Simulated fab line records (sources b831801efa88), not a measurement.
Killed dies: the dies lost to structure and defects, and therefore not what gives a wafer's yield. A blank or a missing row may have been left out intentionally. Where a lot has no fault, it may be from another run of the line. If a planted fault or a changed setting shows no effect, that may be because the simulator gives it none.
Check for tools in common | flow gf180mcu | 39 wafers sampled across 13 lots

== WHAT PROMPTED THE OPENING ==
On 1 of the 13 lots, a flag is raised at GF_SAB_CD_MEAS_09 on the reading cd-nm. Fault-free wafers read 419.4 nm, with a standard deviation of 2.6.
Rule: a lot is flagged when every wafer of it that has a number lies more than 4 standard deviations from that mean, or none has a number. The other lots count as sound.

lot  | measured     | on        | cd-nm (nm), wafer by wafer | flag
L755 | day 15 06:02 | cd-sem-02 | 415.5 414.2 413.5          |
L756 | day 15 19:53 | cd-sem-02 | 421.0 419.6 419.8          |
L758 | day 16 16:48 | cd-sem-01 | 416.4 416.3 416.5          |
L759 | day 16 22:07 | cd-sem-01 | 422.3 421.4 424.8          |
L765 | day 19 04:52 | cd-sem-01 | 447.1 448.1 450.3          | FLAGGED
L770 | day 20 22:44 | cd-sem-02 | 419.8 419.4 421.1          |
L771 | day 21 05:32 | cd-sem-02 | 419.9 416.7 420.6          |
L772 | day 21 12:43 | cd-sem-01 | 420.1 423.2 421.3          |
L773 | day 21 19:52 | cd-sem-02 | 415.1 416.8 417.3          |
L774 | day 22 05:57 | cd-sem-01 | 424.3 424.8 422.5          |
L775 | day 22 17:44 | cd-sem-02 | 421.5 420.5 418.0          |
L776 | day 22 23:58 | cd-sem-02 | 420.0 421.8 417.6          |
L777 | day 23 05:20 | cd-sem-01 | 415.5 416.8 415.6          |
On average the flagged lots' numbers are 448.5 nm, which is +29.1 nm against the usual, or +11 standard deviations.

== WHICH TOOL RAN EACH LOT ==
The record keeps 1 process step preceding the reading, out of 602 steps on the route. Read each cell as the tool, then ch plus the chambers that the sampled wafers visited, then the start.
lot  | flag    | GF_SAB_EXPOSE_06
L755 |         | iline-stepper-01 ch 0, day 14 20:12
L756 |         | iline-stepper-02 ch 0, day 15 08:40
L758 |         | iline-stepper-02 ch 0, day 16 05:39
L759 |         | iline-stepper-02 ch 0, day 16 10:49
L765 | FLAGGED | iline-stepper-02 ch 0, day 18 17:06
L770 |         | iline-stepper-01 ch 0, day 20 10:38
L771 |         | iline-stepper-02 ch 0, day 20 17:03
L772 |         | iline-stepper-01 ch 0, day 21 00:53
L773 |         | iline-stepper-02 ch 0, day 21 08:17
L774 |         | iline-stepper-02 ch 0, day 21 17:55
L775 |         | iline-stepper-02 ch 0, day 22 06:29
L776 |         | iline-stepper-02 ch 0, day 22 12:22
L777 |         | iline-stepper-01 ch 0, day 22 18:07
What is done by these steps:
- GF_SAB_EXPOSE_06: exposes mask SAB, target cd 420 nm.
- GF_SAB_CD_MEAS_09: target cd 420 nm.

== FLAGGED OVER TOTAL, TOOL BY TOOL (the gauges that took the reading come last) ==
step              | tool             | lots run | flagged | share of the flagged lots | sound lots run after its first flagged lot
GF_SAB_EXPOSE_06  | iline-stepper-01 | 4        | 0       | none                      | -
GF_SAB_EXPOSE_06  | iline-stepper-02 | 9        | 1       | all                       | 5 (L771,L773,L774,L775,L776)
GF_SAB_CD_MEAS_09 | cd-sem-01        | 6        | 1       | all                       | 3 (L772,L774,L777)
GF_SAB_CD_MEAS_09 | cd-sem-02        | 7        | 0       | none                      | -

== WHAT THE TABLE PERMITS ==
Rows of the table that ran all the flagged lots, 2 in number: iline-stepper-02 at GF_SAB_EXPOSE_06; cd-sem-01 at GF_SAB_CD_MEAS_09.
- iline-stepper-02 at GF_SAB_EXPOSE_06 ran 9 lots, 1 of them flagged. Sound lots ran on it after the first flagged one (L771, L773, L774, L775, L776), which a lasting fault on the whole tool wouldn't allow.
- cd-sem-01 at GF_SAB_CD_MEAS_09 ran 6 lots, 1 of them flagged. Sound lots ran on it after the first flagged one (L772, L774, L777), which a lasting fault on the whole tool wouldn't allow.
Every row of the table either missed a flagged lot or ran a sound lot after the first.

== WHAT THE SIMULATOR HAD INSERTED ==
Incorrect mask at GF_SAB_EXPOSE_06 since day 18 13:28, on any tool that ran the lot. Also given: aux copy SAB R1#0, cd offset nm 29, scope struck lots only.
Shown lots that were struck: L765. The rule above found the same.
